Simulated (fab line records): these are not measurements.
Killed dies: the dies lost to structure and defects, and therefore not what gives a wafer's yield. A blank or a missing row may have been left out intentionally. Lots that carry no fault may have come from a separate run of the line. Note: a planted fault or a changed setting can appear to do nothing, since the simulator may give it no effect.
Which tool was responsible? :: flow sfqLine :: 7 lots, 21 wafers sampled, at 2 steps of a route of 325

== WHAT THE GAUGES READ, wafer by wafer ==
SFQ_L0_RS_MEAS_901: uses a four-point probe to measure.
lot: L740
measured: day 1 17:34
on: filmMetro-02
L0_MONX_KI_RS (ohm/sq): 43.5 43.5 43.5

lot: L742
measured: day 2 03:36
on: filmMetro-04
L0_MONX_KI_RS (ohm/sq): 43.0 43.1 42.9

lot: L744
measured: day 2 13:35
on: filmMetro-03
L0_MONX_KI_RS (ohm/sq): 42.2 42.9 42.4

lot: L751
measured: day 4 00:37
on: filmMetro-03
L0_MONX_KI_RS (ohm/sq): 136.3 131.2 132.9 136.3 131.3 132.9

lot: L754
measured: day 4 15:34
on: filmMetro-03
L0_MONX_KI_RS (ohm/sq): 43.7 43.6 44.3

lot: L758
measured: day 5 11:36
on: filmMetro-04
L0_MONX_KI_RS (ohm/sq): 43.6 43.8 42.6

lot: L762
measured: day 6 07:34
on: filmMetro-04
L0_MONX_KI_RS (ohm/sq): 44.0 43.6 43.9

== WHICH TOOL RAN EACH LOT (tool, then ch and the chambers of the sampled wafers, then the start) ==
lot: L740
SFQ_TRILAYER_L0_DEP_SPUTTER_003: pvdSputter-03, day 1 17:29

lot: L742
SFQ_TRILAYER_L0_DEP_SPUTTER_003: pvdSputter-03, day 2 03:29

lot: L744
SFQ_TRILAYER_L0_DEP_SPUTTER_003: pvdSputter-03, day 2 13:29

lot: L751
SFQ_TRILAYER_L0_DEP_SPUTTER_003: pvdSputter-04, day 4 00:29

lot: L754
SFQ_TRILAYER_L0_DEP_SPUTTER_003: pvdSputter-05, day 4 15:29

lot: L758
SFQ_TRILAYER_L0_DEP_SPUTTER_003: pvdSputter-03, day 5 11:29

lot: L762
SFQ_TRILAYER_L0_DEP_SPUTTER_003: pvdSputter-05, day 6 07:29
- SFQ_TRILAYER_L0_DEP_SPUTTER_003: material MoNx KI, target thk 40 nm, time 100 s.

== THE ANSWER, worked out from the rows above alone ==
Rule: usual is defined by the lots themselves. The widest of any qualifying gaps counts: lots, ordered by their means at a reading, are off when they make up no more than a third of the lots, leave a main group of 4 or more, and stand apart from it by 3 or more times the standard deviation of that group's means. A main group whose means are all the same, to the digits that the tables above print for the reading, isn't used. A lot without any number at a reading at which 4 lots or more have one is off too. All remaining lots with rows at the step are treated as sound.
Off: L751, seen at SFQ_L0_RS_MEAS_901 (L0_MONX_KI_RS). The main group has a mean of 43.3 ohm/sq with a standard deviation of 0.48.
A tool fits if, at a process step before that reading, it ran every lot that is off, and no sound lot after the first of them. The gauges at SFQ_L0_RS_MEAS_901 are tried like those tools. One fits: SFQ_TRILAYER_L0_DEP_SPUTTER_003 on pvdSputter-04. It ran no sound lot before its first lot that is off in this sample, so the start can't be narrowed down.

== WHAT THE SIMULATOR HAD INSERTED ==
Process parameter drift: pvdSputter-04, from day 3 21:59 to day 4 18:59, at SFQ_TRILAYER_L0_DEP_SPUTTER_003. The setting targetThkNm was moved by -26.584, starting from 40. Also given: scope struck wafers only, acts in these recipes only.
Lots struck among those shown: L751. The same result came from the rule above.
